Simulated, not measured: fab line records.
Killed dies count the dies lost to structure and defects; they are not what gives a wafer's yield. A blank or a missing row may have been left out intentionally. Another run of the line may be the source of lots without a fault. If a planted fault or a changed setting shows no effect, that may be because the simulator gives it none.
What tool caused it? | flow sky130 | Sampling: 24 lots, 72 wafers, 5 of 708 route steps

## WHAT THE GAUGES SHOWED, per wafer
SKY_LI_CONTACT_THK_MEAS_23: measures by xrf.
lot  | measured     | on            | LI_CONTACT_W_THK (nm)
L074 | day 29 12:50 | film-metro-03 | 405 402 400
L075 | day 29 14:32 | film-metro-01 | 392 401 397
L076 | day 29 17:30 | film-metro-01 | 391 395 396
L077 | day 30 04:21 | film-metro-01 | 403 406 400
L078 | day 30 11:01 | film-metro-01 | 407 404 407
L079 | day 30 21:47 | film-metro-03 | 401 408 400
L080 | day 31 01:22 | film-metro-03 | 399 394 396
L081 | day 31 13:56 | film-metro-01 | 404 396 396
L082 | day 31 22:58 | film-metro-04 | 395 399 401
L083 | day 32 11:10 | film-metro-04 | 403 401 398
L084 | day 32 11:56 | film-metro-04 | 400 401 399
L085 | day 32 22:12 | film-metro-01 | 408 410 407
L086 | day 33 05:20 | film-metro-03 | 408 404 409
L087 | day 34 14:29 | film-metro-01 | 405 405 402
L088 | day 34 15:04 | film-metro-04 | 407 407 404
L089 | day 34 15:26 | film-metro-03 | 413 409 410
L090 | day 34 16:22 | film-metro-04 | 403 397 407
L091 | day 34 17:56 | film-metro-03 | 405 406 414
L092 | day 34 19:40 | film-metro-01 | 408 410 410
L093 | day 34 21:47 | film-metro-01 | 405 409 404
L094 | day 35 08:52 | film-metro-03 | 412 408 402
L095 | day 35 21:47 | film-metro-04 | 405 401 407
L096 | day 36 09:50 | film-metro-03 | 412 409 409
L097 | day 36 10:57 | film-metro-01 | 391 399 399

SKY_VIA2_THK_MEAS_01.
lot  | measured     | on            | VIA2_HDPCVD_THK (nm)
L074 | day 35 11:32 | film-metro-02 | 1179 1163 1184
L075 | day 35 13:16 | film-metro-04 | 1179 1170 1170
L076 | day 35 15:47 | film-metro-04 | 1210 1213 1203
L077 | day 36 03:23 | film-metro-01 | 1185 1191 1179
L078 | day 36 11:09 | film-metro-04 | 1200 1198 1185
L079 | day 36 17:55 | film-metro-01 | 1186 1182 1173
L080 | day 36 23:02 | film-metro-04 | 1179 1184 1184
L081 | day 37 10:07 | film-metro-01 | 1201 1214 1187
L082 | day 37 18:04 | film-metro-01 | 1193 1179 1174
L083 | day 38 07:44 | film-metro-01 | 1182 1177 1194
L084 | day 38 07:53 | film-metro-04 | 1187 1173 1181
L085 | day 38 18:31 | film-metro-04 | 1183 1183 1182
L086 | day 38 23:23 | film-metro-01 | 1184 1202 1199
L087 | day 40 06:17 | film-metro-01 | 1190 1184 1199
L088 | day 40 07:26 | film-metro-01 | 1190 1179 1186
L089 | day 40 07:47 | film-metro-01 | 1173 1184 1169
L090 | day 40 08:03 | film-metro-04 | 1184 1183 1199
L091 | day 40 08:23 | film-metro-02 | 1201 1191 1198
L092 | day 40 11:08 | film-metro-04 | 1188 1190 1191
L093 | day 40 14:05 | film-metro-02 | 1181 1171 1183
L094 | day 40 23:41 | film-metro-01 | 1187 1175 1178
L095 | day 41 11:55 | film-metro-04 | 1183 1170 1187
L096 | day 41 20:50 | film-metro-02 | 1195 1193 1202
L097 | day 41 22:22 | film-metro-04 | 1180 1179 1168

SKY_VIA2_BOW_MEAS_03.
lot  | measured     | on            | VIA2_BOW (um)
L074 | day 35 11:54 | film-metro-04 | 87 83 87
L075 | day 35 13:37 | film-metro-04 | 95 80 82
L076 | day 35 16:09 | film-metro-01 | 69 91 88
L077 | day 36 03:46 | film-metro-04 | 79 93 89
L078 | day 36 11:31 | film-metro-01 | 79 81 90
L079 | day 36 18:18 | film-metro-01 | 73 77 83
L080 | day 36 23:41 | film-metro-04 | 103 94 95
L081 | day 37 10:29 | film-metro-02 | 74 89 83
L082 | day 37 18:25 | film-metro-01 | 87 88 89
L083 | day 38 08:08 | film-metro-02 | 86 86 94
L084 | day 38 08:15 | film-metro-01 | 88 91 72
L085 | day 38 18:53 | film-metro-01 | 74 74 89
L086 | day 38 23:45 | film-metro-04 | 76 90 88
L087 | day 40 06:39 | film-metro-02 | 85 73 81
L088 | day 40 07:49 | film-metro-02 | 87 88 86
L089 | day 40 08:09 | film-metro-01 | 90 88 89
L090 | day 40 08:25 | film-metro-04 | 93 89 97
L091 | day 40 08:45 | film-metro-01 | 84 98 95
L092 | day 40 11:29 | film-metro-01 | 82 79 92
L093 | day 40 14:35 | film-metro-01 | 80 87 84
L094 | day 41 00:03 | film-metro-02 | 87 82 97
L095 | day 41 12:16 | film-metro-01 | 62 71 79
L096 | day 41 21:12 | film-metro-02 | 85 85 85
L097 | day 41 22:44 | film-metro-01 | 82 81 89

## EACH LOT AND THE TOOL THAT RAN IT (in order: tool; ch and the chambers of the sampled wafers; start)
lot  | SKY_CONTACT_ETCH_16                | SKY_METAL2_DESCUM_17
L074 | rie-diel-01 ch 1,3, day 31 22:31   | rie-metal-04 ch 0, day 35 10:34
L075 | rie-diel-04 ch 2,3, day 31 23:38   | rie-metal-03 ch 0,1, day 35 11:59
L076 | rie-diel-03 ch 1,2,3, day 32 03:22 | rie-metal-03 ch 0,1, day 35 14:52
L077 | rie-diel-01 ch 2,3, day 32 13:55   | rie-metal-04 ch 0,1, day 36 02:25
L078 | rie-diel-01 ch 0,1,2, day 32 20:25 | rie-metal-03 ch 0, day 36 10:04
L079 | rie-diel-01 ch 0,3, day 33 05:46   | rie-metal-01 ch 0, day 36 16:49
L080 | rie-diel-04 ch 0,2,3, day 33 10:16 | rie-metal-01 ch 0,1, day 36 22:08
L081 | rie-diel-03 ch 1,2,3, day 33 20:46 | rie-metal-01 ch 0,1, day 37 09:10
L082 | rie-diel-04 ch 0, day 34 05:34     | rie-metal-03 ch 0, day 37 17:04
L083 | rie-diel-04 ch 0,1,3, day 34 19:25 | rie-metal-04 ch 1, day 38 06:39
L084 | rie-diel-03 ch 1,2,3, day 34 19:49 | rie-metal-03 ch 0,1, day 38 06:58
L085 | rie-diel-03 ch 0,2,3, day 35 06:38 | rie-metal-04 ch 1, day 38 17:00
L086 | rie-diel-03 ch 0,3, day 35 11:46   | rie-metal-01 ch 0,1, day 38 22:28
L087 | rie-diel-03 ch 0,1, day 36 21:25   | rie-metal-03 ch 0,1, day 40 05:22
L088 | rie-diel-01 ch 1,2,3, day 36 21:31 | rie-metal-04 ch 0,1, day 40 06:31
L089 | rie-diel-04 ch 0,1,3, day 36 21:47 | rie-metal-03 ch 0,1, day 40 06:52
L090 | rie-diel-03 ch 1,2,3, day 36 22:55 | rie-metal-01 ch 0,1, day 40 07:07
L091 | rie-diel-04 ch 0,1,2, day 36 23:52 | rie-metal-04 ch 0,1, day 40 07:28
L092 | rie-diel-04 ch 0,1,2, day 37 01:46 | rie-metal-03 ch 0,1, day 40 10:13
L093 | rie-diel-04 ch 0,3, day 37 04:59   | rie-metal-04 ch 0,1, day 40 13:10
L094 | rie-diel-04 ch 0,1,2, day 37 15:40 | rie-metal-04 ch 0,1, day 40 22:47
L095 | rie-diel-04 ch 0,1, day 38 03:23   | rie-metal-04 ch 0,1, day 41 10:56
L096 | rie-diel-01 ch 0,1,2, day 38 15:31 | rie-metal-04 ch 1, day 41 19:55
L097 | rie-diel-03 ch 0,2,3, day 38 16:04 | rie-metal-01 ch 1, day 41 21:11
- SKY_CONTACT_ETCH_16: etches BARC in N2/H2, stops on SiO2, time 45.9 s, target depth 60 nm.
- SKY_METAL2_DESCUM_17: chemistry O2, time 8 s.

## AS READ BY THE TOOLS THEMSELVES (means over the sampled wafers that have a number; for cases with no such wafer, the mark the record gives instead)
SKY_CONTACT_ETCH_16.
lot  | tool        | drypump-motor-current-A (A) | oes-product-au (a.u.) | rf-fwd-power-W (W) | throttle-valve-pct (%)
L074 | rie-diel-01 | 5.9                         | 0.857                 | 493.9              | 13.226
L075 | rie-diel-04 | 6.0                         | 0.854                 | 493.7              | 13.229
L076 | rie-diel-03 | 5.6                         | 0.857                 | 494.1              | 13.227
L077 | rie-diel-01 | 5.9                         | 0.855                 | 495.3              | 13.223
L078 | rie-diel-01 | 5.5                         | 0.855                 | 495.1              | 13.224
L079 | rie-diel-01 | 5.8                         | 0.854                 | 496.4              | 13.225
L080 | rie-diel-04 | 6.0                         | 0.847                 | 495.6              | 13.217
L081 | rie-diel-03 | 5.6                         | 0.853                 | 494.0              | 13.210
L082 | rie-diel-04 | 5.7                         | 0.859                 | 494.1              | 13.224
L083 | rie-diel-04 | 5.6                         | 0.850                 | 494.7              | 13.221
L084 | rie-diel-03 | 5.6                         | 0.858                 | 493.5              | 13.227
L085 | rie-diel-03 | 5.5                         | 0.850                 | 494.1              | 13.219
L086 | rie-diel-03 | 5.0                         | 0.855                 | 494.4              | 13.232
L087 | rie-diel-03 | 4.7                         | 0.853                 | 496.5              | 13.228
L088 | rie-diel-01 | 5.8                         | 0.854                 | 495.1              | 13.232
L089 | rie-diel-04 | 5.6                         | 0.859                 | 494.1              | 13.218
L090 | rie-diel-03 | 5.6                         | 0.851                 | 493.2              | 13.230
L091 | rie-diel-04 | 5.7                         | 0.854                 | 493.8              | 13.223
L092 | rie-diel-04 | 5.7                         | 0.852                 | 492.2              | 13.226
L093 | rie-diel-04 | 5.8                         | 0.853                 | 494.6              | 13.227
L094 | rie-diel-04 | 5.7                         | 0.851                 | 493.4              | 13.220
L095 | rie-diel-04 | 5.3                         | 0.855                 | 492.9              | 13.224
L096 | rie-diel-01 | 5.6                         | 0.850                 | 494.0              | 13.220
L097 | rie-diel-03 | 5.5                         | 0.855                 | 493.9              | 13.228

SKY_METAL2_DESCUM_17.
lot  | tool         | drypump-motor-current-A (A) | oes-product-au (a.u.) | rf-fwd-power-W (W)
L074 | rie-metal-04 | 5.8                         | 1.007                 | 146.5
L075 | rie-metal-03 | 5.4                         | 1.000                 | 146.9
L076 | rie-metal-03 | 5.5                         | 0.999                 | 145.6
L077 | rie-metal-04 | 6.3                         | 1.001                 | 147.1
L078 | rie-metal-03 | 5.6                         | 1.000                 | 146.2
L079 | rie-metal-01 | 6.4                         | 0.991                 | 146.6
L080 | rie-metal-01 | 6.3                         | 0.992                 | 147.1
L081 | rie-metal-01 | 6.3                         | 0.995                 | 147.3
L082 | rie-metal-03 | 5.6                         | 0.998                 | 146.6
L083 | rie-metal-04 | 6.5                         | 0.998                 | 147.1
L084 | rie-metal-03 | 5.5                         | 1.009                 | 146.2
L085 | rie-metal-04 | 6.6                         | 1.003                 | 147.3
L086 | rie-metal-01 | 6.3                         | 0.993                 | 147.1
L087 | rie-metal-03 | 5.4                         | 1.009                 | 146.5
L088 | rie-metal-04 | 6.3                         | 0.998                 | 146.9
L089 | rie-metal-03 | 5.5                         | 0.998                 | 147.0
L090 | rie-metal-01 | 6.3                         | 0.990                 | 147.2
L091 | rie-metal-04 | 6.0                         | 0.999                 | 146.4
L092 | rie-metal-03 | 5.5                         | 1.008                 | 146.4
L093 | rie-metal-04 | 6.1                         | 1.009                 | 147.0
L094 | rie-metal-04 | 6.3                         | 1.004                 | 147.3
L095 | rie-metal-04 | 6.1                         | 1.008                 | 146.9
L096 | rie-metal-04 | 6.6                         | 1.005                 | 147.5
L097 | rie-metal-01 | 6.2                         | 0.992                 | 147.2

## THE ANSWER, worked out from the rows above alone
Rule: the usual values come from the lots themselves. The widest of any qualifying gaps counts: lots, ordered by their means at a reading, are off when they make up no more than a third of the lots, leave a main group of 4 or more, and stand apart from it by 3 or more times the standard deviation of that group's means. A main group is skipped when, at the precision printed for the reading in the tables above, its means are all equal. Also off: a lot with no number at a reading for which 4 or more lots have one. Any other lot the step has rows for is counted as sound. The gauges are gone through in route order, then the tools' own readings, and for those a lot's mean is taken as printed above. The first step at which some lot is off is used, and at that step the reading that is off furthest; a lot without a number counts as furthest.
Across all readings shown, no lot is off: no conclusion can be drawn from this.

## WHAT WAS PUT IN BY THE SIMULATOR
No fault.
